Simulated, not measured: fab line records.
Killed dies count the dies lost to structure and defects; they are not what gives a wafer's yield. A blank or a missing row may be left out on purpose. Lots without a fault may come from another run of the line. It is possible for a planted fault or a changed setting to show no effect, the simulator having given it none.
A lot that was struck, set against a sound lot + flow gf180mcu + 17 steps out of a route of 602
Sound: these wafers, L507.2, L507.3, L507.5. Struck: wafers L520.1, L520.5. (L520.2 of the same lot was not struck and is left out.) The cause comes at the end.
Each step with rows lists, per side, the tool, then ch with its chambers, then its first start. Under that, the readings that differ: sound wafers + struck wafers + difference of the means + sigmas: that difference in standard deviations of wafers without a fault.
alike: readings with means less than 2 such deviations apart, plus words and numbers identical on both sides. not compared: withheld readings, readings lacking a value on some wafer, bounds such as >300 that could conceal the same value, and numbers that have no deviation in the record and whose values overlap.
Wherever a step has rows on one side only, a row that says differs or no value, or a row with sigmas, the two part there. Non-overlapping numbers with no deviation appear without sigmas and do not part them. A reading missing from all wafers of one side parts the sides only when that side holds two or more wafers.

first, 3 steps without rows for these wafers: GF_V3_EXPOSE_11 (exposes mask Via3, target cd 260 nm); GF_V3_PEB_12 (peb time 90 s); GF_V3_DEVELOP_13 (develop time 60 s).
GF_V3_CD_MEAS_14 targets a cd of 260 nm.
  sound on cdSem-02 at day 22 06:58; struck on cdSem-01 at day 27 00:51
| reading   | sound             | struck      | difference | sigmas |
|-----------|-------------------|-------------|------------|--------|
| cdNm (nm) | 258.8 259.0 259.9 | 262.3 261.1 | +2.5       | +2     |
GF_V3_OVL_MEAS_15:
  sound on overlay-02 at day 22 07:05; struck on overlay-01 at day 27 00:58
  alike: V3_OVL
then, 1 step without rows for these wafers: GF_V3_ETCH_16 (etches BARC in N2/H2).
GF_V3_ETCH_17: etches SiO2 in C4F8/O2/Ar, stops on TiN, target depth 635 nm.
  sound on rieDiel-02 ch 0,2,3; struck on rieDiel-04 ch 1,2
  alike: oesProductAu
GF_V3_STRIP_18: strips in O2/N2.
  sound on plasmaAsher-01 ch 0,1, day 22 07:14; struck on plasmaAsher-03 ch 0,1, day 27 01:08
  alike: drypumpMotorCurrentA, heaterPowerW, oesProductAu
  not compared: rfHoursCounterH
then, 2 steps without rows for these wafers: GF_V3_STRIP_19 (strips in post etch residue remover, time 1200 s); GF_V3_CLEAN_20 (cleans in DIW).
GF_V3_SPUTTER_21: material Ti, target thk 15 nm, time 80.02 s.
  sound on pvdSputter-02 at day 22 07:46; struck on pvdSputter-03 at day 27 01:43
  alike: throttleValvePct
GF_V3_SPUTTER_22: material TiN, target thk 10 nm, time 40 s.
  sound on pvdSputter-02 at day 22 07:50; struck on pvdSputter-03 at day 27 01:46
  alike: throttleValvePct
GF_V3_CVD_23: deposits W, target thk 350 nm, time 104.9 s.
  sound on cvdW-01 ch 0,1, day 22 07:52; struck on cvdW-02 ch 1, day 27 01:49
  alike: heaterPowerOuterW, heaterPowerW
GF_V3_RS_MEAS_24: measurement is done with a four-point probe.
  sound on filmMetro-02 at day 22 08:00; struck on filmMetro-01 at day 27 02:13
| reading          | sound             | struck      | difference | sigmas |
|------------------|-------------------|-------------|------------|--------|
| V3_W_RS (ohm/sq) | 0.329 0.322 0.324 | 0.483 0.473 | +0.153     | +31    |
  not compared: hold
GF_V3_THK_MEAS_25: measures by xrf.
  sound on filmMetro-02 at day 22 08:07; struck on filmMetro-01 at day 27 04:46
| reading       | sound       | struck  | difference | sigmas |
|---------------|-------------|---------|------------|--------|
| V3_W_THK (nm) | 350 360 356 | 276 281 | -77        | -12    |
  not compared: hold
GF_V3_CMP_26: polishes, stops on SiO2, t overpolish 15 s, target thk 0 nm.
  sound on cmp-02 ch 2,3, day 22 08:10; struck on cmp-02 ch 0,2, day 27 08:25
| reading | sound | struck                                          | difference                   | sigmas |
|---------|-------|-------------------------------------------------|------------------------------|--------|
| hold    | - - - | awaitDispo/3.3h/release awaitDispo/3.3h/release | no value on the sound wafers |        |
  alike: motorCurrentA, overpolishRunS, timeToEndpointS
-- the record jumps here: 5 days lie between the struck wafers' starts before and after (it left off in module V3 and takes up again in module PASSIVATION, whose first step shown is number 602 of the route) --
GF_PASSIVATION_PROBE_99:
  the record has rows for the struck wafers here (prober-02, day 32 20:13) and none for the sound ones

WHERE THEY PART
Last at GF_PASSIVATION_PROBE_99 as far as this record goes, first at GF_V3_CD_MEAS_14.

WHY: what the simulator had put in
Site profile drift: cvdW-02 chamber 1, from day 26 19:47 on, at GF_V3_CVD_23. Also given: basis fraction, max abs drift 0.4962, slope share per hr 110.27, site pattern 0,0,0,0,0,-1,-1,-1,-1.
